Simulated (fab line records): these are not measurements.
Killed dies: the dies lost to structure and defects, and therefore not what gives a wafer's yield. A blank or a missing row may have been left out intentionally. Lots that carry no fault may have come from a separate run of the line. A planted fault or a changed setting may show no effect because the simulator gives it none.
The same fault as seen by 2 desks + flow gf180mcu + every desk sees just its own numbers, and what lay behind them comes last

THE TOOL OWNER'S DESK: pecvd-03
The tool's own readings at GF_V3_CVD_02 (deposits SiO2 from TEOS, target thk 850 nm, time 94.851 s): means of the sampled wafers that have a number, for each lot that ran on this tool. The brackets show how far a lot's mean lies from the usual mean; more than 4 standard deviations puts the lot out of limits, marked OUT.
Columns: A = heater_power_w at GF_V3_CVD_02, usual 641 W
| lot  | first seen here | A   |
|------|-----------------|-----|
| L566 | day 23 12:14    | 688 |
| L567 | day 24 03:10    | 663 |
| L581 | day 28 13:17    | 703 |
This desk's verdict: no lot among the 3 shows anything out of limits.

THE METROLOGY DESK
Means of the sampled wafers that have a number, per lot and without regard to the tool the lot ran on: this is what the gauges read. The brackets show how far a lot's mean lies from the usual mean; more than 4 standard deviations puts the lot out of limits, marked OUT.
Columns: A = M3_ALCU_RS at GF_M3_RS_MEAS_05, usual 0.0696 ohm/sq; B = V3_CVD_02_THK at GF_V3_THK_MEAS_03, usual 850 nm
| lot  | first seen here | A      | B   |
|------|-----------------|--------|-----|
| L560 | day 20 04:29    | 0.0706 | 840 |
| L561 | day 20 10:10    | 0.0702 | 844 |
| L566 | day 22 12:18    | 0.0679 | 890 |
| L567 | day 23 03:31    | 0.0684 | 897 |
| L572 | day 24 20:10    | 0.0700 | 851 |
| L574 | day 25 06:55    | 0.0712 | 857 |
| L575 | day 25 14:05    | 0.0705 | 850 |
| L576 | day 25 22:27    | 0.0714 | 856 |
| L578 | day 26 07:32    | 0.0680 | 832 |
| L581 | day 27 16:59    | 0.0690 | 844 |
| L582 | day 28 02:23    | 0.0702 | 846 |
| L583 | day 28 03:46    | 0.0699 | 862 |
This desk's verdict: no lot among the 12 shows anything out of limits.

BROUGHT TOGETHER
The desk of the tool owner found nothing out of limits.
At the metrology desk, nothing out of limits was observed.

WHAT THE SIMULATOR HAD PUT IN
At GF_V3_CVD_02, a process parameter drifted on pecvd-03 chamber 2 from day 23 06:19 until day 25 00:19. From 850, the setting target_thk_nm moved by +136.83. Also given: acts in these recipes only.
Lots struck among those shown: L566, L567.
